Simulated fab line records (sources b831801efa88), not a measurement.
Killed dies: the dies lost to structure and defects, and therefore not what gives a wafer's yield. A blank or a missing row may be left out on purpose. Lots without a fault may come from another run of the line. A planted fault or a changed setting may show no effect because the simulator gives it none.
One fault seen from 2 desks | flow gf180mcu | each desk holds nothing but its own numbers, with what lay behind them at the end

THE TOOL OWNER'S DESK: cmp-01
The tool's own readings at GF_V2_CMP_04 (polishes SiO2): means of the sampled wafers that have a number, for each lot that ran on this tool. Any lot whose mean is over 4 standard deviations away from the usual mean is out of limits and marked OUT; that distance is given in the brackets.
Columns: A = head pressure psi at GF_V2_CMP_04, usual 4.000 psi; B = motor current A at GF_V2_CMP_04, usual 11.3 A; C = time to endpoint s at GF_V2_CMP_04, usual 84 s
lot  | first seen here | A     | B    | C
L630 | day 19 02:23    | 4.003 | 11.2 | 81
L635 | day 21 04:01    | 4.002 | 11.8 | 87
L640 | day 23 00:53    | 4.002 | 12.6 | 112 (+4.7) OUT
L641 | day 23 10:15    | 3.999 | 12.4 | 110 (+4.2) OUT
L643 | day 23 23:54    | 3.994 | 11.9 | 106
L653 | day 26 17:44    | 4.011 | 12.2 | 85
This desk's finding: out of limits on L640, L641; first on L640, day 23 00:53 (time to endpoint s at GF_V2_CMP_04). Within limits: L630, L635, L643, L653.

THE METROLOGY DESK
What the gauges read for every lot (on any tool): the sampled wafers with a number, averaged. Any lot whose mean is over 4 standard deviations away from the usual mean is out of limits and marked OUT; that distance is given in the brackets.
Columns: A = V1_W_RS at GF_V1_RS_MEAS_24, usual 0.327 ohm/sq; B = M2_ALCU_RS at GF_M2_RS_MEAS_05, usual 0.0697 ohm/sq
lot  | first seen here | A     | B
L630 | day 18 00:34    | 0.325 | 0.0689
L632 | day 18 13:11    | 0.323 | 0.0703
L634 | day 19 13:26    | 0.329 | 0.0696
L635 | day 20 01:02    | 0.329 | 0.0701
L636 | day 20 15:59    | 0.326 | 0.0701
L640 | day 21 23:43    | 0.332 | 0.0694
L641 | day 22 10:06    | 0.323 | 0.0693
L643 | day 22 23:29    | 0.328 | 0.0695
L646 | day 23 21:06    | 0.330 | 0.0702
L650 | day 24 22:41    | 0.327 | 0.0707
L651 | day 25 08:01    | 0.329 | 0.0696
L652 | day 25 16:20    | 0.324 | 0.0703
L653 | day 25 19:26    | 0.325 | 0.0696
Finding of this desk: none of the 13 lots has anything out of limits.

PUT TOGETHER
At day 23 00:53, on L640, L641, the tool owner's desk was in a position to raise an alarm.
Metrology desk: nothing out of limits seen.
The metrology desk has L640, L641 on record, within its limits.
Every lot named ran GF_V2_CMP_04 on cmp-01.

WHAT HAD BEEN PUT IN BY THE SIMULATOR
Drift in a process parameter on cmp-01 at GF_V2_CMP_04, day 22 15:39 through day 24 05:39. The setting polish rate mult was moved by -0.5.
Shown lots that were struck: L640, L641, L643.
How many hours passed from the start of the fault until each desk's first out-of-limits reading: the tool owner's desk, 9.
